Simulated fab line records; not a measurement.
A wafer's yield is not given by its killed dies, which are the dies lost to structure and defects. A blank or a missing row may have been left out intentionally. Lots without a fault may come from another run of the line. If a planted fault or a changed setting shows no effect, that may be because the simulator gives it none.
fab line records ; flow sky130
record: lots: 12; wafers: 36; last_day: 50
route steps=708 shown VT_ADJUST_LVTN@118 VT_ADJUST_PCH@153 POLY_GATE@204
lots that met no fault: taken from a fault-free run of the same line
start_h: hours from the record's opening day to when the first of the lot's shown wafers began ; wait_h: time in hours since the lot's previous step ; " unchanged from the row above ; L1.1+2: one row covering several wafers at once ; - no value present, or no start provided ; * or withheld: withheld ; < > ~ a bound
route shown NAME@n: a module of which the file shows steps, and the number in the route of the first ; usual: average and standard deviation across the fault-free wafers ; same: alike in all rows ; chamber/n: place in a boat ; sites: each site's reading ; _std_site: the values' standard deviation ; _edge_site: inner sites' mean taken away from outer sites' mean ; radius_mm: how far each site lies from the wafer's centre ; mask NAME#n: copy n ; behind: the most recent tool/chamber to have shaped the wafer ; hold: the reason the lot was held/the length of the hold in hours/how it ended ; device: the transistor (n, p or np) that didn't switch ; end of line: the route-end tests of the same wafers ; step lacking rows: just its recipe ; killed: not the wafer's yield, but the dies lost to structure and defects at the first sort ; map: the dies of a wafer, with x for killed, . for not killed, _ for no die there
set.NAME: setting as actually run; set.NAME@STEP: the setting as run at that earlier step ; model.NAME: the simulator's own value behind a step, which no gauge read
steps of the route over a sample of lots; a table a step, a row a wafer
services: the hour from which a tool's chamber was out of use, counted from the record's first day as start_h (under 0 if before that day), plus the number of hours and why
== steps ==
step: SKY_VT_ADJUST_LVTN_TW_MEAS_21
usual: VT_ADJUST_LVTN_2_TW: 189.0/1.4
lot.wafer;tool;chamber;start_h;wait_h;VT_ADJUST_LVTN_2_TW
L201.2;film_metro-03;-;162.19;0.1;190.4
L201.4;film_metro-03;-;162.19;0.1;191.6
L201.5;film_metro-03;-;162.19;0.1;190.2
L204.1;film_metro-04;-;181.42;0.1;190.6
L204.3;film_metro-04;-;181.42;0.1;189.5
L204.4;film_metro-04;-;181.42;0.1;190.7
L205.1;film_metro-04;-;191.97;0.1;189.4
L205.3;film_metro-04;-;191.97;0.1;190.9
L205.6;film_metro-04;-;191.97;0.1;190.6
L206.1;film_metro-04;-;194.83;0.1;191.0
L206.3;film_metro-04;-;194.83;0.1;191.6
L206.6;film_metro-04;-;194.83;0.1;191.6
L207.1;film_metro-04;-;201.13;0.1;190.6
L207.3;film_metro-04;-;201.13;0.1;189.8
L207.5;film_metro-04;-;201.13;0.1;191.0
L208.1;film_metro-01;-;209.47;0.1;188.5
L208.5;film_metro-01;-;209.47;0.1;188.7
L208.6;film_metro-01;-;209.47;0.1;188.7
L210.1;film_metro-03;-;225.92;0.1;191.0
L210.4;film_metro-03;-;225.92;0.1;189.6
L210.5;film_metro-03;-;225.92;0.1;191.0
L211.2;film_metro-01;-;235.38;0.1;187.2
L211.3;film_metro-01;-;235.38;0.1;187.4
L211.5;film_metro-01;-;235.38;0.1;187.6
L220.3;film_metro-01;-;291.65;0.1;189.4
L220.4;film_metro-01;-;291.65;0.1;188.5
L220.6;film_metro-01;-;291.65;0.1;189.6
L222.2;film_metro-01;-;304.54;0.1;189.5
L222.3;film_metro-01;-;304.54;0.1;189.6
L222.6;film_metro-01;-;304.54;0.1;189.5
L223.2;film_metro-01;-;310.19;0.1;188.4
L223.4;film_metro-01;-;310.19;0.1;189.5
L223.6;film_metro-01;-;310.19;0.1;188.6
L224.1;film_metro-03;-;327.22;0.1;188.9
L224.3;film_metro-03;-;327.22;0.1;188.8
L224.4;film_metro-03;-;327.22;0.1;189.6
step: SKY_VT_ADJUST_PCH_TW_MEAS_10
usual: VT_ADJUST_PCH_TW: 143.1/0.97
lot.wafer;tool;chamber;start_h;wait_h;VT_ADJUST_PCH_TW
L201.2;film_metro-03;-;227.83;0.1;144.9
L201.4;film_metro-03;-;227.83;0.1;144.3
L201.5;film_metro-03;-;227.83;0.1;145.2
L204.1;film_metro-02;-;249.27;0.1;143.3
L204.3;film_metro-02;-;249.27;0.1;144.1
L204.4;film_metro-02;-;249.27;0.1;143.4
L205.1;film_metro-03;-;259.12;0.1;144.8
L205.3;film_metro-03;-;259.12;0.1;143.7
L205.6;film_metro-03;-;259.12;0.1;144.2
L206.1;film_metro-02;-;262.72;0.1;143.4
L206.3;film_metro-02;-;262.72;0.1;143.7
L206.6;film_metro-02;-;262.72;0.1;143.8
L207.1;film_metro-02;-;274.86;0.1;144.2
L207.3;film_metro-02;-;274.86;0.1;143.5
L207.5;film_metro-02;-;274.86;0.1;143.8
L208.1;film_metro-01;-;280.38;0.1;141.2
L208.5;film_metro-01;-;280.38;0.1;141.7
L208.6;film_metro-01;-;280.38;0.1;141.2
L210.1;film_metro-03;-;296.97;0.1;142.5
L210.4;film_metro-03;-;296.97;0.1;143.3
L210.5;film_metro-03;-;296.97;0.1;143.2
L211.2;film_metro-01;-;309.58;0.1;143.3
L211.3;film_metro-01;-;309.58;0.1;143.8
L211.5;film_metro-01;-;309.58;0.1;144.2
L220.3;film_metro-01;-;373.44;0.1;141.1
L220.4;film_metro-01;-;373.44;0.1;141.3
L220.6;film_metro-01;-;373.44;0.1;141.4
L222.2;film_metro-03;-;387.88;0.1;143.6
L222.3;film_metro-03;-;387.88;0.1;144.0
L222.6;film_metro-03;-;387.88;0.1;143.1
L223.2;film_metro-02;-;393.58;0.1;144.0
L223.4;film_metro-02;-;393.58;0.1;142.8
L223.6;film_metro-02;-;393.58;0.1;142.8
L224.1;film_metro-02;-;411.82;0.1;143.4
L224.3;film_metro-02;-;411.82;0.1;143.8
L224.4;film_metro-02;-;411.82;0.1;144.3
step: SKY_POLY_GATE_CVD_00
recipe: material: poly-Si; target_thk_nm: 180; temp_c: 620; time_s: 720; pressure_mtorr: 200
usual: spike_tc_bottom_C: 642.8/2.1; spike_tc_top_C: 634.0/1.1
lot.wafer;tool;chamber;start_h;wait_h;spike_tc_bottom_C;spike_tc_top_C
L201.2;lpcvd-01;1;311.75;0.0;640.0;635.2
L201.4;lpcvd-01;1;311.75;0.0;639.5;634.7
L201.5;lpcvd-01;1;311.75;0.0;640.6;635.7
L204.1;lpcvd-01;0;333.78;0.0;643.5;633.3
L204.3;lpcvd-01;0;333.78;0.0;644.9;632.6
L204.4;lpcvd-01;0;333.78;0.0;644.8;634.1
L205.1;lpcvd-01;0;345.18;0.0;642.8;634.0
L205.3;lpcvd-01;0;345.18;0.0;644.0;634.0
L205.6;lpcvd-01;0;345.18;0.0;644.2;633.2
L206.1;lpcvd-01;0;349.75;0.0;642.8;635.1
L206.3;lpcvd-01;0;349.75;0.0;644.2;634.2
L206.6;lpcvd-01;0;349.75;0.0;645.7;632.5
L207.1;lpcvd-01;0;364.41;0.0;643.1;633.2
L207.3;lpcvd-01;0;364.41;0.0;642.3;633.8
L207.5;lpcvd-01;0;364.41;0.0;643.9;633.3
L208.1;lpcvd-01;0;368.96;0.0;643.5;634.2
L208.5;lpcvd-01;0;368.96;0.0;642.5;633.6
L208.6;lpcvd-01;0;368.96;0.0;645.1;633.6
L210.1;lpcvd-01;0;392.64;0.0;644.2;634.3
L210.4;lpcvd-01;0;392.64;0.0;644.4;632.1
L210.5;lpcvd-01;0;392.64;0.0;644.3;632.7
L211.2;lpcvd-01;1;407.25;0.0;640.2;634.7
L211.3;lpcvd-01;1;407.25;0.0;640.4;634.1
L211.5;lpcvd-01;1;407.25;0.0;640.5;636.7
L220.3;lpcvd-01;1;479.00;0.0;640.4;634.5
L220.4;lpcvd-01;1;479.00;0.0;640.4;634.4
L220.6;lpcvd-01;1;479.00;0.0;639.8;633.9
L222.2;lpcvd-01;1;494.26;0.0;638.7;634.5
L222.3;lpcvd-01;1;494.26;0.0;639.9;634.7
L222.6;lpcvd-01;1;494.26;0.0;640.1;635.2
L223.2;lpcvd-01;0;498.39;0.0;644.2;632.2
L223.4;lpcvd-01;0;498.39;0.0;644.3;634.0
L223.6;lpcvd-01;0;498.39;0.0;644.8;633.3
L224.1;lpcvd-01;0;515.02;0.0;644.9;633.6
L224.3;lpcvd-01;0;515.02;0.0;642.7;633.0
L224.4;lpcvd-01;0;515.02;0.0;644.2;633.2
step: SKY_POLY_GATE_THK_MEAS_01
recipe: reads: poly-Si_of_POLY_GATE_CVD_00
usual: POLY_GATE_CVD_00_THK: 179.8/1.9
lot.wafer;tool;chamber;start_h;wait_h;POLY_GATE_CVD_00_THK[nm]
L201.2;film_metro-03;-;312.96;0.0;179.2
L201.4;film_metro-03;-;312.96;0.0;178.3
L201.5;film_metro-03;-;312.96;0.0;178.0
L204.1;film_metro-02;-;334.98;0.0;180.7
L204.3;film_metro-02;-;334.98;0.0;180.3
L204.4;film_metro-02;-;334.98;0.0;180.2
L205.1;film_metro-02;-;346.38;0.0;175.7
L205.3;film_metro-02;-;346.38;0.0;176.3
L205.6;film_metro-02;-;346.38;0.0;176.4
L206.1;film_metro-02;-;351.55;0.0;180.1
L206.3;film_metro-02;-;351.55;0.0;182.0
L206.6;film_metro-02;-;351.55;0.0;180.8
L207.1;film_metro-01;-;365.61;0.0;176.4
L207.3;film_metro-01;-;365.61;0.0;176.1
L207.5;film_metro-01;-;365.61;0.0;177.7
L208.1;film_metro-03;-;370.16;0.0;180.7
L208.5;film_metro-03;-;370.16;0.0;181.4
L208.6;film_metro-03;-;370.16;0.0;179.5
L210.1;film_metro-01;-;393.84;0.0;292.1
L210.4;film_metro-01;-;393.84;0.0;292.1
L210.5;film_metro-01;-;393.84;0.0;292.2
L211.2;film_metro-03;-;408.46;0.0;292.7
L211.3;film_metro-03;-;408.46;0.0;293.4
L211.5;film_metro-03;-;408.46;0.0;293.6
L220.3;film_metro-03;-;480.22;0.0;181.0
L220.4;film_metro-03;-;480.22;0.0;179.4
L220.6;film_metro-03;-;480.22;0.0;182.3
L222.2;film_metro-01;-;495.47;0.0;183.5
L222.3;film_metro-01;-;495.47;0.0;183.7
L222.6;film_metro-01;-;495.47;0.0;182.7
L223.2;film_metro-01;-;499.60;0.0;181.2
L223.4;film_metro-01;-;499.60;0.0;179.8
L223.6;film_metro-01;-;499.60;0.0;178.8
L224.1;film_metro-02;-;516.22;0.0;181.3
L224.3;film_metro-02;-;516.22;0.0;182.3
L224.4;film_metro-02;-;516.22;0.0;183.0
step: SKY_POLY_GATE_ETCH_16
recipe: stop_on: poly-Si; chemistry: CH3F/O2; target: Si3N4; source_w: 400; bias_w: 80; pressure_mtorr: 25; ch3f_flow_sccm: 40; O2_flow_sccm: 30; time_s: 147.5; target_depth_a: 750
usual: drypump_motor_current_A: 5.7/0.33; oes_product_au: 0.639/0.006; throttle_valve_pct: 10.535/0.009
same: time_s: 147.5
lot.wafer;tool;chamber;start_h;wait_h;drypump_motor_current_A;oes_product_au;rf_hours_counter_h;throttle_valve_pct
L201.2;rie_diel-04;2;370.27;0.0;5.2;0.643;76;10.541
L201.4;rie_diel-04;0;370.27;0.0;6.1;0.636;12;10.532
L201.5;rie_diel-04;0;370.27;0.0;6.2;0.655;-;10.532
L204.1;rie_diel-02;2;393.98;0.0;5.3;0.634;62;10.537
L204.3;rie_diel-02;1;393.98;0.0;5.7;0.644;4;10.530
L204.4;rie_diel-02;3;393.98;0.0;5.5;0.645;41;10.544
L205.1;rie_diel-04;1;405.58;0.0;6.0;0.645;96;10.541
L205.3;rie_diel-04;2;405.58;0.0;5.2;0.644;77;10.534
L205.6;rie_diel-04;0;405.58;0.0;6.1;0.641;-;10.524
L206.1;rie_diel-02;1;410.23;0.0;5.8;0.641;5;10.529
L206.3;rie_diel-02;3;410.23;0.0;5.5;0.628;41;10.534
L206.6;rie_diel-02;1;410.23;0.0;5.8;0.641;-;10.542
L207.1;rie_diel-02;2;427.52;0.0;5.3;0.640;63;10.544
L207.3;rie_diel-02;3;427.52;0.0;5.5;0.653;41;10.535
L207.5;rie_diel-02;2;427.52;0.0;5.3;0.643;-;10.550
L208.1;rie_diel-03;1;431.78;0.0;5.8;0.637;5;10.535
L208.5;rie_diel-03;1;431.78;0.0;5.8;0.647;-;10.531
L208.6;rie_diel-03;0;431.78;0.0;6.2;0.648;-;10.530
L210.1;rie_diel-02;0;457.88;0.0;5.4;0.632;9;10.525
L210.4;rie_diel-02;2;457.88;0.0;5.3;0.641;63;10.527
L210.5;rie_diel-02;0;457.88;0.0;5.4;0.645;-;10.536
L211.2;rie_diel-04;3;470.28;0.0;6.0;0.643;74;10.553
L211.3;rie_diel-04;0;470.28;0.0;6.2;0.647;13;10.525
L211.5;rie_diel-04;2;470.28;0.0;5.2;0.642;-;10.536
L220.3;rie_diel-03;1;543.07;0.0;5.8;0.634;7;10.544
L220.4;rie_diel-03;3;543.07;0.0;6.0;0.638;-;10.542
L220.6;rie_diel-03;1;543.07;0.0;5.8;0.645;-;10.529
L222.2;rie_diel-02;0;557.97;0.0;5.4;0.648;11;10.541
L222.3;rie_diel-02;3;557.97;0.0;5.5;0.641;44;10.544
L222.6;rie_diel-02;3;557.97;0.0;5.5;0.643;-;10.552
L223.2;rie_diel-02;2;561.37;0.0;5.3;0.637;65;10.534
L223.4;rie_diel-02;0;561.37;0.0;5.4;0.637;11;10.534
L223.6;rie_diel-02;2;561.37;0.0;5.3;0.642;-;10.521
L224.1;rie_diel-04;1;577.88;0.0;6.0;0.642;2;10.539
L224.3;rie_diel-04;2;577.88;0.0;5.2;0.629;0;10.525
L224.4;rie_diel-04;0;577.88;0.0;6.2;0.635;-;10.533
== services ==
tool;chamber;start_h;hours;kind
rie_diel-03;3;290.79;7.9;repair
rie_diel-03;0;298.73;-;clean
rie_diel-02;2;305.37;4.0;repair
rie_diel-04;-;307.57;2.8;pm
rie_diel-04;-;322.78;0.3;repair
rie_diel-04;2;331.58;5.1;repair
rie_diel-04;3;344.46;13.3;repair
rie_diel-02;2;344.80;3.7;repair
rie_diel-03;-;362.76;2.8;pm
rie_diel-03;0;369.77;12.2;repair
lpcvd-01;-;380.40;6.1;pm
lpcvd-01;-;408.47;0.8;repair
rie_diel-04;1;465.86;-;clean
rie_diel-04;1;465.86;17.2;scheduled_down
rie_diel-04;1;465.86;17.2;vent_cycle
rie_diel-02;-;485.71;2.8;pm
rie_diel-03;2;501.74;11.9;repair
rie_diel-02;2;509.10;4.4;repair
rie_diel-04;2;561.74;-;clean
rie_diel-04;2;561.74;13.6;scheduled_down
rie_diel-04;2;561.74;13.6;vent_cycle
rie_diel-04;3;576.53;-;clean
rie_diel-04;3;576.53;16.3;scheduled_down
rie_diel-04;3;576.53;16.3;vent_cycle
== key ==
first_sign: step: SKY_POLY_GATE_THK_MEAS_01; reading: POLY_GATE_CVD_00_THK; direction: up; sigmas: 59; usual: 179.8; struck: 292.7
effect none on later readings
met_at SKY_POLY_GATE_CVD_00
struck_lots L210,L211
tester_left_out L210,L211
not_acting_at SKY_VT_ADJUST_LVTN_TW_MEAS_21,SKY_VT_ADJUST_PCH_TW_MEAS_10,SKY_POLY_GATE_ETCH_16
onset_between 368.96 392.64
fault: kind: process_parameter_drift; tool: lpcvd-01; chamber: -; onset_h: 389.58; steps: SKY_POLY_GATE_CVD_00; channel: target_thk_nm; offset: 114.19; shape: step; end_h: 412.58; stated: 180
tester_left_out: of these lots the tester's yield and bins aren't shown, on N5 and GAA mostly nor the transistor test; their killed dies are dies lost to structure and defects alone, not to doping, threshold or leakage, so they don't give the yield
